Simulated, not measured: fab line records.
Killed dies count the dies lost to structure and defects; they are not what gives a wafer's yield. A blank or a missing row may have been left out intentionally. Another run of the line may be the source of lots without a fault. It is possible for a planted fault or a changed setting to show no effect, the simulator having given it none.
Struck lot and sound lot, side by side    flow sfq-line    42 steps out of a route of 325
Sound: wafers L922.1, L922.2, L922.3. Struck: wafers L915.2, L915.4. (L915.1 of the same lot was not struck and is left out.) The cause comes at the end.
Order at every step that has rows: each side's tool, ch and its chambers, its first start. Under that, the readings that differ: sound wafers    struck wafers    difference of the means    sigmas: that difference in standard deviations of wafers without a fault.
alike: readings whose means differ by less than 2 such deviations, and words and numbers that are the same on both sides. not compared: withheld readings, readings that some wafer has no value for, bounds like >300 that may hide the same value, and numbers for which the record gives no deviation and whose values overlap.
The two part at a step that has a row with sigmas, a row that says differs or no value, or rows on one side only. Numbers that don't overlap but have no deviation are shown without sigmas and don't part them. A reading that every wafer of one side lacks parts them only if that side has two wafers or more.

first, 6 steps without rows for these wafers: SFQ_TRILAYER_I2_VIA_LITHO_COAT_072 (resist thk 62 nm); SFQ_TRILAYER_I2_VIA_LITHO_COAT_067 (resist thk 650 nm); SFQ_TRILAYER_I2_VIA_LITHO_SOFTBAKE_071; SFQ_TRILAYER_I2_VIA_LITHO_EXPOSE_068 (exposes mask I2, target cd 500 nm); SFQ_TRILAYER_I2_VIA_LITHO_PEB_070 (peb time 60 s); SFQ_TRILAYER_I2_VIA_LITHO_DEVELOP_069 (time 60 s).
SFQ_I2_OVL_MEAS_918:
  sound on overlay-02, day 49 01:37; struck on overlay-02, day 44 19:29
  alike: I2_OVL
then, 1 step without rows for these wafers: SFQ_TRILAYER_I2_VIA_BARC_OPEN_VIA_ETCH_096 (etches BARC in O2, target depth 125 nm, time 41.7 s).
SFQ_TRILAYER_I2_VIA_ETCH_VIA_ETCH_070: etches SiO2 in CHF3, stops on Nb, target depth 260 nm.
  sound on rie-diel-02 ch 0,1,3, day 49 01:41; struck on rie-diel-04 ch 1, day 44 19:34
  alike: drypump-motor-current-A, oes-product-au
SFQ_TRILAYER_I2_VIA_STRIP_STRIP_071: strips in O2.
  sound on rie-metal-04 ch 0,1, day 49 01:48; struck on rie-metal-04 ch 0,1, day 44 19:40
  alike: drypump-motor-current-A, he-backside-leak-sccm, oes-product-au
  not compared: rf-hours-counter-h
then, 2 steps without rows for these wafers: SFQ_TRILAYER_I2_VIA_STRIP_SOLV_CLEAN_072 (cleans in NMP, time 600 s); SFQ_TRILAYER_M3_DEP_PRE_CLEAN_074 (time 22.5 s).
SFQ_TRILAYER_M3_DEP_SPUTTER_073: material Nb, target thk 200 nm, time 133.3 s.
  sound on pvd-sputter-06, day 49 02:36; struck on pvd-sputter-04, day 44 20:29
reading                                              sound              struck       difference  sigmas
model.Nb_of_TRILAYER_M3_DEP_SPUTTER_073.thk-nm (nm)  199.6 198.7 199.6  117.6 117.2  -81.9       
  alike: cathode-dc-power-W, chamber-pressure-pa, throttle-valve-pct
SFQ_M3_RS_MEAS_919: measures by four-point-probe.
  sound on film-metro-01, day 49 02:41; struck on film-metro-02, day 44 20:34
reading            sound              struck       difference  sigmas
M3_NB_RS (ohm/sq)  0.895 0.898 0.895  1.522 1.527  +0.628      +86
then, 6 steps without rows for these wafers: SFQ_TRILAYER_M3_LITHO_COAT_080 (resist thk 62 nm); SFQ_TRILAYER_M3_LITHO_COAT_075 (resist thk 600 nm); SFQ_TRILAYER_M3_LITHO_SOFTBAKE_079; SFQ_TRILAYER_M3_LITHO_EXPOSE_076 (exposes mask M3, target cd 500 nm); SFQ_TRILAYER_M3_LITHO_PEB_078 (peb time 60 s); SFQ_TRILAYER_M3_LITHO_DEVELOP_077 (time 60 s).
-- the record jumps here: 6 days lie between the struck wafers' starts before and after --
SFQ_M3_OVL_MEAS_921:
  sound on overlay-01, day 54 22:30; struck on overlay-01, day 51 03:18
reading      sound      struck  difference  sigmas
M3_OVL (nm)  -5 -12 -7  8 9     +16         +3
then, 1 step without rows for these wafers: SFQ_TRILAYER_M3_BARC_OPEN_METAL_ETCH_100 (etches BARC in O2, target depth 125 nm, time 41.7 s).
SFQ_TRILAYER_M3_ETCH_METAL_ETCH_078: etches Nb in Cl2/Ar, stops on SiO2, target depth 240 nm, time 120 s.
  sound on rie-metal-04 ch 0,1, day 54 22:35; struck on rie-metal-01 ch 0, day 51 03:24
reading                      sound              struck       difference  sigmas
drypump-motor-current-A (A)  6.6 6.5 6.6        5.4 5.3      -1.2        -3
oes-product-au (a.u.)        0.896 0.893 0.891  0.684 0.676  -0.213      -32
  alike: he-backside-leak-sccm
  not compared: rf-hours-counter-h
then, 3 steps without rows for these wafers: SFQ_TRILAYER_M3_STRIP_STRIP_079 (strips in O2); SFQ_TRILAYER_M3_STRIP_SOLV_CLEAN_080 (cleans in NMP, time 600 s); SFQ_TRILAYER_I3_DEP_PECVD_081 (deposits SiO2 from SiH4/N2O, time 111.11 s, target thk 500 nm).
SFQ_TRILAYER_I3_CMP_CMP_082: polishes SiO2.
  sound on cmp-02 ch 1,2,3, day 54 23:37; struck on cmp-01 ch 0,3, day 51 07:53
reading                 sound        struck   difference  sigmas
time-to-endpoint-s (s)  215 217 223  200 208  -14         -2
  alike: motor-current-A, platen-rpm
SFQ_I3_BOW_MEAS_922:
  sound on film-metro-03, day 55 02:37; struck on film-metro-03, day 51 10:23
  alike: I3_BOW
then, 7 steps without rows for these wafers: SFQ_TRILAYER_I3_METRO_MEASURE_083; SFQ_TRILAYER_I3_VIA_LITHO_COAT_090 (resist thk 62 nm); SFQ_TRILAYER_I3_VIA_LITHO_COAT_085 (resist thk 650 nm); SFQ_TRILAYER_I3_VIA_LITHO_SOFTBAKE_089; SFQ_TRILAYER_I3_VIA_LITHO_EXPOSE_086 (exposes mask I3, target cd 500 nm); SFQ_TRILAYER_I3_VIA_LITHO_PEB_088 (peb time 60 s); SFQ_TRILAYER_I3_VIA_LITHO_DEVELOP_087 (time 60 s).
SFQ_I3_OVL_MEAS_923:
  sound on overlay-02, day 55 06:19; struck on overlay-02, day 51 16:08
  alike: I3_OVL
then, 1 step without rows for these wafers: SFQ_TRILAYER_I3_VIA_BARC_OPEN_VIA_ETCH_121 (etches BARC in O2, target depth 125 nm, time 41.7 s).
SFQ_TRILAYER_I3_VIA_ETCH_VIA_ETCH_088: etches SiO2 in CHF3, stops on Nb, target depth 260 nm.
  sound on rie-diel-03 ch 1,2,3, day 55 06:23; struck on rie-diel-01 ch 0,1, day 51 16:13
  alike: drypump-motor-current-A, oes-product-au
SFQ_TRILAYER_I3_VIA_STRIP_STRIP_089: strips in O2.
  sound on rie-metal-01 ch 0,1, day 55 06:30; struck on rie-metal-01 ch 0,1, day 51 16:19
  alike: drypump-motor-current-A, he-backside-leak-sccm, oes-product-au
  not compared: rf-hours-counter-h
then, 2 steps without rows for these wafers: SFQ_TRILAYER_I3_VIA_STRIP_SOLV_CLEAN_090 (cleans in NMP, time 600 s); SFQ_TRILAYER_M4_DEP_PRE_CLEAN_092 (time 22.5 s).
-- the record jumps here: 38 days lie between the struck wafers' starts before and after --
SFQ_M8_BOW_MEAS_951:
  sound on film-metro-01, day 91 16:08; struck on film-metro-04, day 90 02:12
reading                  sound                 struck       difference  sigmas
model.etest.m3.ohm-um    1.787 1.786 1.79      3.031 3.045  +1.250      
model.etest.i2.link-ohm  1.966 1.978 1.97      2.709 2.713  +0.740      
model.etest.i3.link-ohm  1.985 1.993 1.99      2.597 2.593  +0.606      
model.etest.m3.ohm-sq    0.8919 0.8959 0.8918  1.514 1.518  +0.623      
  alike: M8_BOW

WHERE THEY PART
Last at SFQ_TRILAYER_I3_CMP_CMP_082 as far as this record goes, first at SFQ_M3_RS_MEAS_919. Later steps at which nothing parts them and some readings are alike: SFQ_I3_BOW_MEAS_922, SFQ_I3_OVL_MEAS_923, SFQ_TRILAYER_I3_VIA_ETCH_VIA_ETCH_088, SFQ_TRILAYER_I3_VIA_STRIP_STRIP_089, SFQ_M8_BOW_MEAS_951.

WHY: what had been put in by the simulator
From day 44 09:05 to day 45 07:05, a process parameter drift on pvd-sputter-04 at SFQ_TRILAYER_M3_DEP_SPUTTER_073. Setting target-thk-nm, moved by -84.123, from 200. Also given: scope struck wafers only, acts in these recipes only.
